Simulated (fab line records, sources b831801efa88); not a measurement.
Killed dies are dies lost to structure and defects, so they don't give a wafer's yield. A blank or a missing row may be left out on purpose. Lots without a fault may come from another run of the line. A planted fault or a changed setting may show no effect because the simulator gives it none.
One fault seen from 2 desks | flow sky130 | each desk has only its own numbers; what lay behind them comes last

THE METROLOGY DESK
What the gauges read, lot by lot, whatever tool the lot ran on: means of the sampled wafers that have a number. A lot is out of limits, marked OUT, if its mean lies more than 4 standard deviations from the usual mean; the brackets give that distance.
Columns: A = CAPM_CVD_00_THK at SKY_CAPM_THK_MEAS_01, usual 15.41 nm
lot  | first seen here | A
L617 | day 36 03:18    | 15.39
L618 | day 36 13:06    | 15.37
L619 | day 36 23:55    | 15.47
L625 | day 38 09:23    | 15.53
L627 | day 39 07:52    | 15.68
L628 | day 39 07:56    | 15.25
L630 | day 40 08:11    | 15.78
L631 | day 40 11:50    | 15.44
L633 | day 42 06:38    | 15.56
L635 | day 42 08:50    | 15.12
L636 | day 42 10:55    | 15.07
L638 | day 42 12:52    | 15.78
L637 | day 42 13:16    | 15.53
This desk's finding: nothing out of limits on any of the 13 lots.

THE TOOL OWNER'S DESK: litho_track-04
The tool's own readings at SKY_CAP2M_DEVELOP_11 (develop time 60 s): means of the sampled wafers that have a number, for each lot that ran on this tool. A lot is out of limits, marked OUT, if its mean lies more than 4 standard deviations from the usual mean; the brackets give that distance.
Columns: A = developer_temp_C at SKY_CAP2M_DEVELOP_11, usual 23.00 C; B = resist_line_temp_C at SKY_CAP2M_DEVELOP_11, usual 22.98 C
lot  | first seen here | A               | B
L618 | day 40 16:54    | 22.99           | 22.98
L619 | day 41 05:48    | 23.07           | 23.06
L625 | day 42 14:42    | 22.96           | 23.08
L627 | day 43 09:00    | 25.23 (+19) OUT | 23.05
L628 | day 43 09:12    | 25.31 (+19) OUT | 22.91
This desk's finding: out of limits on L627, L628; first on L627, day 43 09:00 (developer_temp_C at SKY_CAP2M_DEVELOP_11). In limits: L618, L619, L625.

PUT TOGETHER
The tool owner's desk could have raised an alarm at day 43 09:00, on L627, L628.
The metrology desk saw nothing out of limits.
The metrology desk has L627, L628 on record, within its limits.
Of the lots named, all ran SKY_CAP2M_DEVELOP_11 on litho_track-04.

WHAT THE SIMULATOR HAD PUT IN
Process parameter drift: litho_track-04, from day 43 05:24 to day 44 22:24, at SKY_CAP2M_DEVELOP_11. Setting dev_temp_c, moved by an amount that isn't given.
Lots struck among those shown: L627, L628.
Hours from the fault's start to each desk's first reading out of limits: the tool owner's desk, 4.
